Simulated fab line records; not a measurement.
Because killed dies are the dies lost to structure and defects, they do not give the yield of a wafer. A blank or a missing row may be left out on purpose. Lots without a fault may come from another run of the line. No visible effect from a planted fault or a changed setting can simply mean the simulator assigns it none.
2 desks, one fault / flow sky130 / numbers are kept per desk, each desk with only its own; the story behind them comes last

== METROLOGY DESK ==
Means of the sampled wafers that have a number, per lot and without regard to the tool the lot ran on: this is what the gauges read. Any lot whose mean is over 4 standard deviations away from the usual mean is out of limits and marked OUT; that distance is given in the brackets.
Columns: A = VIA3_W_RS at SKY_VIA3_RS_MEAS_22, usual 0.293 ohm/sq
lot=L310; first seen here=day 40 02:30; A=0.293
lot=L312; first seen here=day 40 11:56; A=0.291
lot=L313; first seen here=day 41 01:31; A=0.297
lot=L315; first seen here=day 41 23:22; A=0.297
lot=L316; first seen here=day 42 09:42; A=0.295
lot=L317; first seen here=day 42 14:44; A=0.289
lot=L321; first seen here=day 43 11:59; A=0.296
lot=L324; first seen here=day 44 08:57; A=0.299
lot=L325; first seen here=day 44 13:14; A=0.295
lot=L326; first seen here=day 44 17:37; A=0.289
lot=L327; first seen here=day 44 22:01; A=0.295
lot=L329; first seen here=day 45 03:48; A=0.290
lot=L331; first seen here=day 45 19:28; A=0.293
lot=L332; first seen here=day 45 22:33; A=0.293
Result from this desk: across the 14 lots, nothing is out of limits.

== AT THE TOOL OWNER'S DESK: rie-diel-01 ==
The tool's own readings at SKY_VIA3_ETCH_14 (etches BARC in N2/H2, stops on SiO2, time 45.9 s, target depth 60 nm): means of the sampled wafers that have a number, for each lot that ran on this tool. Any lot whose mean is over 4 standard deviations away from the usual mean is out of limits and marked OUT; that distance is given in the brackets.
Columns: A = drypump-motor-current-A at SKY_VIA3_ETCH_14, usual 5.8 A; B = oes-product-au at SKY_VIA3_ETCH_14, usual 0.855 a.u.; C = run-length-s at SKY_VIA3_ETCH_14, usual 74.0 s; D = throttle-valve-pct at SKY_VIA3_ETCH_14, usual 13.224 %
lot=L312; first seen here=day 40 11:04; A=5.8; B=0.856; C=74.0; D=13.223
lot=L313; first seen here=day 41 00:34; A=5.8; B=0.853; C=73.9; D=13.232
lot=L315; first seen here=day 41 22:25; A=6.1; B=0.854; C=74.1; D=13.226
lot=L317; first seen here=day 42 13:49; A=5.8; B=1.017 (+33) OUT; C=63.1 (-26) OUT; D=13.238
lot=L321; first seen here=day 43 11:04; A=5.8; B=1.012 (+32) OUT; C=63.3 (-25) OUT; D=13.243
This desk finds L317, L321 out of limits, L317 being first, at day 42 13:49 (oes-product-au at SKY_VIA3_ETCH_14). L312, L313, L315: within limits.

== TAKEN TOGETHER ==
At day 42 13:49, on L317, L321, the tool owner's desk was in a position to raise an alarm.
From the metrology desk's view, nothing was out of limits.
The metrology desk has L317, L321 on record, within its limits.
Of the lots named, all ran SKY_VIA3_ETCH_14 on rie-diel-01.

== WHAT WAS PUT IN BY THE SIMULATOR ==
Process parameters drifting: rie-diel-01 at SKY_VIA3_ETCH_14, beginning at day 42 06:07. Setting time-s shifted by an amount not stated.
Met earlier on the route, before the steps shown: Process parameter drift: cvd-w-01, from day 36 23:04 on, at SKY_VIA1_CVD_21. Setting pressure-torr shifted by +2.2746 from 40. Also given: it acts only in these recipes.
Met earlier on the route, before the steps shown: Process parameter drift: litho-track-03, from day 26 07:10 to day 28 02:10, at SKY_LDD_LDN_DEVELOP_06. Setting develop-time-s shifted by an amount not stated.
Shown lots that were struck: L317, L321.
Each desk's first reading out of limits, in hours after the fault started: the tool owner's desk, 8.
